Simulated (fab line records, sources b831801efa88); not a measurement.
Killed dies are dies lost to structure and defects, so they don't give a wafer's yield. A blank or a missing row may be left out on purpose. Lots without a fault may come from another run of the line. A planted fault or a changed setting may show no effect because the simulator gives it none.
fab line records | flow sky130
record lots=5 wafers=15 last_day=50
route steps=708 shown CONTACT@418 PAD_OPEN@708
lots that met no fault: from a run of the same line without faults
start_h: hours from the record's first day to the start of the lot's first wafer shown | wait_h: hours since the lot's step before | " the same as in the row above | L1.1+2: a row that stands for several wafers | - no value, or no start given | * or withheld: withheld | < > ~ a bound
route shown NAME@n: a module of which the file shows steps, and the number in the route of the first | usual: mean/standard deviation of fault-free wafers | same: alike in all rows | chamber/n: place in a boat | sites: the reading at each site | _std_site: their standard deviation | _edge_site: outer sites' mean less inner sites' | radius_mm: how far each site lies from the wafer's centre | mask NAME#n: copy n | behind: the tool/chamber that last shaped the wafer | hold: why the lot was held/for how many hours/how that ended | device: the transistor (n, p or np) that didn't switch | end of line: the same wafers' tests at the end of the route | a step without rows: its recipe alone | killed: dies lost to structure and defects at the first sort, not the wafer's yield | map: a wafer's dies, x killed, . not, _ none there
set.NAME: the setting as run; set.NAME@STEP: as run at that earlier step | model.NAME: the simulator's own value behind a step, which no gauge read
lots at some steps of the route; a table a step, a row a wafer
services: from which hour (start_h, from the record's first day; less than 0 if before it) a tool's chamber was out of use, for how many hours, and why
## steps
# step SKY_CONTACT_PEB_12
# recipe peb_temp_c=withheld peb_time_s=withheld resist=KrF-thick
# step SKY_CONTACT_DEVELOP_13
# recipe develop_time_s=60 resist=KrF-thick dev_temp_c=21
# step SKY_CONTACT_CD_MEAS_14
# recipe target_cd_nm=170
# usual cd_nm=169.8/1.3
# columns lot.wafer tool chamber start_h wait_h cd_nm
L460.1 cd_sem-01 - 807.32 - 170.1
L460.2 " - " " 168.2
L460.6 " - " " 170.5
L466.2 cd_sem-01 - 853.69 - 171.9
L466.4 " - " " 171.7
L466.6 " - " " 171.7
L469.3 cd_sem-01 - 877.87 - 167.9
L469.5 " - " " 168.5
L469.6 " - " " 170.0
L471.1 cd_sem-02 - 886.23 - 169.6
L471.4 " - " " 170.4
L471.6 " - " " 171.9
L475.1 cd_sem-01 - 903.87 - 167.2
L475.4 " - " " 168.4
L475.6 " - " " 168.2
# step SKY_CONTACT_OVL_MEAS_15
# usual CONTACT_OVL=-6/5.2
# columns lot.wafer tool chamber start_h wait_h CONTACT_OVL[nm]
L460.1 overlay-02 - 807.44 0.1 0
L460.2 " - " " -4
L460.6 " - " " 4
L466.2 overlay-01 - 853.80 0.1 -12
L466.4 " - " " -8
L466.6 " - " " -8
L469.3 overlay-02 - 877.96 0.1 -3
L469.5 " - " " -11
L469.6 " - " " -7
L471.1 overlay-02 - 886.35 0.1 -6
L471.4 " - " " -3
L471.6 " - " " -8
L475.1 overlay-02 - 903.99 0.1 0
L475.4 " - " " 1
L475.6 " - " " 2
# step SKY_CONTACT_ETCH_16
# recipe chemistry=N2/H2 target=BARC ion_energy_ev=200 source_w=500 bias_w=100 pressure_mtorr=30 n2_flow_sccm=100 h2_flow_sccm=200 stop_on=SiO2 time_s=45.9 target_depth_a=600
# usual drypump_motor_current_A=5.8/0.4 oes_product_au=0.854/0.0043 throttle_valve_pct=13.225/0.0085
# columns lot.wafer tool chamber start_h wait_h drypump_motor_current_A oes_product_au rf_hours_counter_h throttle_valve_pct
L460.1 rie_diel-02 3 807.47 0.0 6.2 0.859 16 13.230
L460.2 " 2 " " 6.1 0.851 8 13.222
L460.6 " 3 " " 6.2 0.850 - 13.227
L466.2 rie_diel-02 1 853.83 0.0 6.1 0.863 10 13.220
L466.4 " 0 " " 5.4 0.858 1 13.224
L466.6 " 0 " " 5.4 0.855 - 13.229
L469.3 rie_diel-03 3 877.99 0.0 5.8 0.857 11 13.231
L469.5 " 2 " " 5.8 0.852 - 13.214
L469.6 " 3 " " 5.9 0.847 - 13.228
L471.1 rie_diel-01 1 886.39 0.0 6.3 0.853 5 13.221
L471.4 " 2 " " 5.8 0.864 13 13.227
L471.6 " 0 " " 5.4 0.854 - 13.226
L475.1 rie_diel-02 3 904.03 0.0 6.2 0.853 20 13.222
L475.4 " 0 " " 5.3 0.858 4 13.196
L475.6 " 1 " " 6.2 0.853 - 13.231
# step SKY_CONTACT_ETCH_17
# recipe target=SiO2 chemistry=C4F8/O2/Ar stop_on=Si3N4 mask_material=KrF-thick source_w=1476 bias_w=1200 pressure_mtorr=40 c4f8_flow_sccm=withheld O2_flow_sccm=6 Ar_flow_sccm=300 time_s=withheld target_depth_a=3400
# usual oes_product_au=0.891/0.0045
# columns lot.wafer tool chamber start_h wait_h oes_product_au
L460.1 rie_diel-02 3 807.52 0.0 0.890
L460.2 " 2 " " 0.892
L460.6 " 3 " " 0.888
L466.2 rie_diel-02 1 853.87 0.0 0.890
L466.4 " 0 " " 0.892
L466.6 " 0 " " 0.880
L469.3 rie_diel-03 3 878.03 0.0 0.893
L469.5 " 2 " " 0.890
L469.6 " 3 " " 0.894
L471.1 rie_diel-01 1 886.43 0.0 0.892
L471.4 " 2 " " 0.892
L471.6 " 0 " " 0.886
L475.1 rie_diel-02 3 904.07 0.0 0.886
L475.4 " 0 " " 0.893
L475.6 " 1 " " 0.888
# step SKY_CONTACT_ETCH_18
# recipe target=Si3N4 chemistry=CHF3/O2 stop_on=TiN source_w=600 bias_w=200 pressure_mtorr=40 chf3_flow_sccm=50 O2_flow_sccm=5 time_s=39 target_depth_a=750
# usual drypump_motor_current_A=5.8/0.4 oes_product_au=0.855/0.0084 throttle_valve_pct=8.793/0.0086
# columns lot.wafer tool chamber start_h wait_h drypump_motor_current_A oes_product_au rf_hours_counter_h throttle_valve_pct
L460.1 rie_diel-02 3 - - 6.2 0.852 16 8.784
L460.2 " 2 " " 6.1 0.857 8 8.804
L460.6 " 3 " " 6.2 0.864 - 8.792
L466.2 rie_diel-02 1 - - 6.2 0.858 10 8.786
L466.4 " 0 " " 5.3 0.861 2 8.796
L466.6 " 0 " " 5.3 0.861 - 8.793
L469.3 rie_diel-03 3 - - 5.8 0.855 11 8.786
L469.5 " 2 " " 5.8 0.855 - 8.797
L469.6 " 3 " " 5.8 0.860 - 8.789
L471.1 rie_diel-01 1 - - 6.3 0.842 5 8.804
L471.4 " 2 " " 5.8 0.852 13 8.789
L471.6 " 0 " " 5.4 0.856 - 8.790
L475.1 rie_diel-02 3 - - 6.2 0.854 20 8.791
L475.4 " 0 " " 5.3 0.850 4 8.794
L475.6 " 1 " " 6.1 0.858 - 8.802
# step SKY_CONTACT_STRIP_19
# recipe chemistry=O2/N2 power_w=1400 pressure_mtorr=1500 platen_temp_c=withheld o2_flow_sccm=3000 n2_flow_sccm=300 overash_fraction=0.5
# usual drypump_motor_current_A=5.6/0.49 oes_product_au=0.380/0.0043 strip_time_to_endpoint_s=3.614/0.03
# columns lot.wafer tool chamber start_h wait_h drypump_motor_current_A oes_product_au rf_hours_counter_h strip_time_to_endpoint_s
L460.1 plasma_asher-02 1 807.61 - 5.2 0.378 97 3.617
L460.2 " 0 " " 6.1 0.381 97 3.596
L460.6 " 0 " " 6.1 0.378 - 3.611
L466.2 plasma_asher-03 1 853.96 - 6.2 0.380 41 3.584
L466.4 " 0 " " 5.2 0.381 - 3.592
L466.6 " 1 " " 6.2 0.373 - 3.586
L469.3 plasma_asher-03 0 878.15 - 5.3 0.380 - 3.583
L469.5 " 0 " " 5.2 0.380 - 3.615
L469.6 " 1 " " 6.2 0.380 - 3.600
L471.1 plasma_asher-03 0 886.52 - 5.2 0.382 45 3.610
L471.4 " 0 " " 5.2 0.391 - 3.648
L471.6 " 1 " " 6.2 0.380 - 3.630
L475.1 plasma_asher-01 0 904.16 - 4.9 0.385 80 3.614
L475.4 " 1 " " 5.7 0.386 - 3.580
L475.6 " 0 " " 4.9 0.381 - 3.568
# step SKY_CONTACT_STRIP_20
# recipe chemistry=post_etch_residue_remover time_s=1200 temp_c=72.5
# step SKY_CONTACT_CLEAN_21
# recipe chemistry=IPA time_s=180 temp_c=25
# step SKY_CONTACT_CLEAN_22
# recipe chemistry=O3/DIW dry=n2_spin
# step SKY_CONTACT_SPUTTER_23
# recipe material=TiN target_thk_nm=20 chamber_pressure_pa=5 power_w=4000 time_s=80
# usual throttle_valve_pct=30.0/0.88
# columns lot.wafer tool chamber start_h wait_h throttle_valve_pct
L460.1 pvd_sputter-01 - 808.20 0.0 30.4
L460.2 " - " " 29.7
L460.6 " - " " 29.8
L466.2 pvd_sputter-01 - 854.56 0.0 30.2
L466.4 " - " " 28.8
L466.6 " - " " 29.6
L469.3 pvd_sputter-01 - 878.71 0.0 30.2
L469.5 " - " " 29.8
L469.6 " - " " 29.7
L471.1 pvd_sputter-04 - 887.14 0.0 31.3
L471.4 " - " " 31.2
L471.6 " - " " 31.0
L475.1 pvd_sputter-04 - 905.26 0.0 31.1
L475.4 " - " " 30.4
L475.6 " - " " 31.5
# step SKY_CONTACT_CVD_24
# recipe material=W target_thk_nm=340 time_s=102.12 temp_c=400 pressure_torr=40
# usual chamber_pressure_Torr=40.01/0.083 heater_power_w=833/100
# columns lot.wafer tool chamber start_h wait_h chamber_pressure_Torr heater_power_w model.W_of_CONTACT_CVD_24.thk_nm
L460.1 cvd_w-01 1 808.26 0.0 41.61 1000 353.4
L460.2 " 0 " " 39.91 758 346.7
L460.6 " 0 " " 40.04 754 348.9
L466.2 cvd_w-02 0 854.62 0.0 39.84 760 337.1
L466.4 " 0 " " 39.85 773 339.7
L466.6 " 0 " " 39.95 763 334.8
L469.3 cvd_w-02 0 878.81 0.1 39.98 787 333.9
L469.5 " 1 " " 39.98 755 340.6
L469.6 " 0 " " 40.12 771 337.4
L471.1 cvd_w-01 1 887.20 0.0 40.11 999 339.9
L471.4 " 1 " " 40.10 979 343.8
L471.6 " 0 " " 39.85 770 347.3
L475.1 cvd_w-02 0 905.32 0.0 40.03 777 337
L475.4 " 1 " " 40.13 779 343.4
L475.6 " 1 " " 40.10 758 340.3
# step SKY_CONTACT_RS_MEAS_25
# recipe thk_meas_gauge=four-point-probe reads=W_of_CONTACT_CVD_24+TiN_of_CONTACT_SPUTTER_23
# usual CONTACT_W_RS=0.337/0.0044
# columns lot.wafer tool chamber start_h wait_h CONTACT_W_RS[ohm/sq]
L460.1 film_metro-01 - 808.37 0.1 0.325
L460.2 " - " " 0.331
L460.6 " - " " 0.329
L466.2 film_metro-01 - 854.75 0.1 0.340
L466.4 " - " " 0.338
L466.6 " - " " 0.342
L469.3 film_metro-04 - 878.92 0.1 0.343
L469.5 " - " " 0.337
L469.6 " - " " 0.339
L471.1 film_metro-04 - 887.31 0.1 0.338
L471.4 " - " " 0.333
L471.6 " - " " 0.329
L475.1 film_metro-04 - 905.43 0.1 0.341
L475.4 " - " " 0.334
L475.6 " - " " 0.338
# step SKY_PAD_OPEN_PROBE_99
# usual killed_at_M0_to_M3=44/6.2 killed_at_M4_up=3.3/1.8 killed_at_contacts=25/5.8 killed_at_front_end=15/4 killed_at_other=0.3/0.49 killed_dies=88/8.8 killed_open=48/6.5 killed_short=39/6.3
# same gross_dies=492 killed_at_back_side=0
# columns lot.wafer tool chamber start_h wait_h killed_at_M0_to_M3 killed_at_M4_up killed_at_contacts killed_at_front_end killed_at_other killed_dies killed_open killed_short
L466.2 prober-02 - 1166.79 0.1 43 3 33 10 1 90 47 43
L466.4 prober-02 - 1166.89 0.2 48 2 21 11 0 82 43 39
L466.6 prober-02 - 1166.99 0.2 41 1 28 23 1 94 46 48
L471.1 prober-01 - 1190.25 0.1 44 0 20 17 0 81 42 39
L471.4 prober-01 - 1190.40 0.2 60 3 16 10 0 89 48 41
L471.6 prober-01 - 1190.50 0.2 58 2 25 11 0 96 58 38
# killed by level:class
L466.2 CONTACT:geometric_particle:open=14 VIA3:geometric_particle:open=10 VIA1:geometric_particle:open=9 LOCAL_INTERCONNECT:geometric_particle:short=7 METAL1:geometric_particle:short=7 CONTACT:geometric_particle:short=6 VIA2:geometric_particle:short=6 METAL2:geometric_particle:short=4
L466.4 VIA1:geometric_particle:open=10 VIA3:geometric_particle:open=8 CONTACT:geometric_particle:open=7 VIA1:geometric_particle:short=7 METAL2:geometric_particle:short=6 CONTACT:geometric_particle:short=6 VIA2:geometric_particle:open=6 LI_CONTACT:geometric_particle:open=5
L466.6 CONTACT:geometric_particle:open=11 VIA2:geometric_particle:open=10 METAL1:geometric_particle:short=9 METAL3:geometric_particle:short=6 CONTACT:geometric_particle:short=6 FIELD_ISO:geometric_particle:open=5 VIA1:geometric_particle:short=5 POLY_GATE:geometric_particle:short=5
L471.1 VIA1:geometric_particle:open=10 CONTACT:geometric_particle:open=9 METAL1:geometric_particle:short=9 FIELD_ISO:geometric_particle:short=6 FIELD_ISO:geometric_particle:open=5 VIA3:geometric_particle:short=5 POLY_GATE:geometric_particle:open=4 VIA1:geometric_particle:short=4
L471.4 VIA1:geometric_particle:open=15 VIA3:geometric_particle:open=9 METAL1:geometric_particle:short=7 VIA2:geometric_particle:open=7 CONTACT:geometric_particle:open=5 METAL2:geometric_particle:short=5 LI_CONTACT:geometric_particle:short=4 VIA1:geometric_particle:short=4
L471.6 VIA1:geometric_particle:open=18 CONTACT:geometric_particle:open=9 LI_CONTACT:geometric_particle:open=8 METAL1:geometric_particle:short=8 VIA3:geometric_particle:open=8 VIA1:geometric_particle:short=6 VIA2:geometric_particle:short=5 VIA2:geometric_particle:open=4
## services
# columns tool chamber start_h hours kind
plasma_asher-01 - 784.75 0.7 repair
pvd_sputter-01 - 791.03 4.0 repair
pvd_sputter-04 - 793.16 3.3 repair
plasma_asher-03 - 799.73 8.2 pm
plasma_asher-02 - 810.22 2.3 repair
rie_diel-03 1 810.45 9.2 repair
plasma_asher-01 - 829.92 0.3 repair
pvd_sputter-04 3 832.65 - consumable_replace:kit
pvd_sputter-04 3 832.65 18.0 scheduled_down
pvd_sputter-04 3 832.65 18.0 vent_cycle
cvd_w-01 - 833.26 1.5 repair
cvd_w-02 - 835.10 4.3 pm
plasma_asher-02 - 839.82 0.3 repair
rie_diel-01 - 842.29 36.4 repair
rie_diel-03 3 846.95 3.4 repair
plasma_asher-02 - 847.43 1.2 repair
plasma_asher-01 - 859.56 0.9 repair
pvd_sputter-04 - 881.60 1.9 repair
rie_diel-01 1 889.97 5.7 repair
rie_diel-01 - 896.34 0.9 repair
pvd_sputter-01 - 897.33 13.1 repair
cvd_w-01 - 904.00 14.0 pm
cvd_w-01 0 904.00 14.0 vent_cycle
cvd_w-01 1 904.00 14.0 vent_cycle
## key
first_sign step=SKY_CONTACT_CVD_24 reading=chamber_pressure_Torr direction=up sigmas=19 usual=40.01 struck=41.61
effect none on later readings
model_effect step=SKY_CONTACT_CVD_24 value=W_of_CONTACT_CVD_24.thk_nm without=346.2 struck=353.4
met_at SKY_CONTACT_CVD_24
struck_wafers L460.1
tester_left_out L460
fault kind=process_parameter_drift tool=cvd_w-01 chamber=1 onset_h=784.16 steps=SKY_CONTACT_CVD_24 channel=pressure_torr offset=1.7299 shape=step end_h=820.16 acts_in=these_recipes_only stated=40
# tester_left_out: of these lots the tester's yield and bins aren't shown, on N5 and GAA mostly nor the transistor test; their killed dies are dies lost to structure and defects alone, not to doping, threshold or leakage, so they don't give the yield
